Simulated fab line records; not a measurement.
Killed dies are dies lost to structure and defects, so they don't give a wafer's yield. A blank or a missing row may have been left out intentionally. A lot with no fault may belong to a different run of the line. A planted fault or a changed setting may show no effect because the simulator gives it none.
8D (eight disciplines) problem report, filled in by code | flow gf180mcu | the parts of the form that need people (team, actions taken, sign-off) are left out

== 1. WHAT IS WRONG ==
tiltDeg at GF_MVPSD_IMPLANT_09 reads a mean of 9.700 degrees on 6 wafers of 2 lots; wafers without a fault read -0.003 degrees with a standard deviation of 0.02. So: +99 or more standard deviations from the usual mean.
First observed at day 7 23:53: wafer L686.1, on implanter-01. The record holds 39 wafers of 13 lots with a number at this step. By rule, "out" or "out of limits" means more than 4 standard deviations away from the usual mean. Any other wafer with a number is counted as sound.

== 2. WHAT IT IS AND WHAT IT IS NOT ==
question                    | is                     | is not
which readings at this step | tiltDeg                | -
which lots                  | L686, L687             | L674, L675, L676, L677, L679, L680, L684, L690, L691, L692, L695
which wafers of those lots  | all that have a number | -
read on which tools         | implanter-01           | implanter-02, implanter-04
when                        | from day 7 23:53       | up to then (21 sound wafers); but 12 sound wafers of L690, L691, L692, L695 came after

== 3. SUSPECTS, AND WHAT RULES EACH OUT ==
Counting: a tool at any process step up to the reading remains a suspect when it ran all the lots that are out and ran no sound lot after the first of those.
- plasmaAsher-03 at GF_MVSD_STRIP_10 (strips in O2/N2): ruled out as a lasting fault. Sound lots L695 ran on it after its first lot that is out, L686 (day 7 07:32).
- implanter-01 at GF_MVPSD_IMPLANT_09: kept. Every lot that is out went through it, starting with L686 (day 7 23:53), and after that it ran no sound lot; the last sound lot it ran before then is L684 (day 7 11:33). Out on those wafers are its own readings of tiltDeg.
Left after counting: implanter-01 at GF_MVPSD_IMPLANT_09.

== 4. THE CAUSE (what the simulator had put in) ==
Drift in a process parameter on implanter-01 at GF_MVPSD_IMPLANT_09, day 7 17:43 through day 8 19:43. The setting tiltDeg was moved by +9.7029, starting from 0. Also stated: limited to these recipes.
The count eliminated every tool but this one.

== 5. SEQUENCE OF EFFECTS, ordered by route ==
Rows list readings where the struck wafers' mean (over those with a number) sits beyond 3 standard deviations from the usual. Only readings whose record carries a usual standard deviation are examined. hours: median over the lots of the time between each lot's start at the first step of this table that gives one and its start at this step. sigmas: the change, counted in usual standard deviations.
hours | step                | reading | usual          | on struck wafers | change | sigmas
0     | GF_MVPSD_IMPLANT_09 | tiltDeg | -0.003 degrees | 9.700            | +9.703 | +99 or more
It contains these process steps:
- GF_MVPSD_IMPLANT_09
Readings that are blank on the struck wafers while sound wafers have them: MVPSD_RS at GF_VT_IMPLANT_RS_MEAS_49.

== 6. WHAT WOULD HAVE CAUGHT IT SOONER ==
In this record the first reading out of limits was taken at day 7 23:53, 6 hours after the fault began at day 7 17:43.
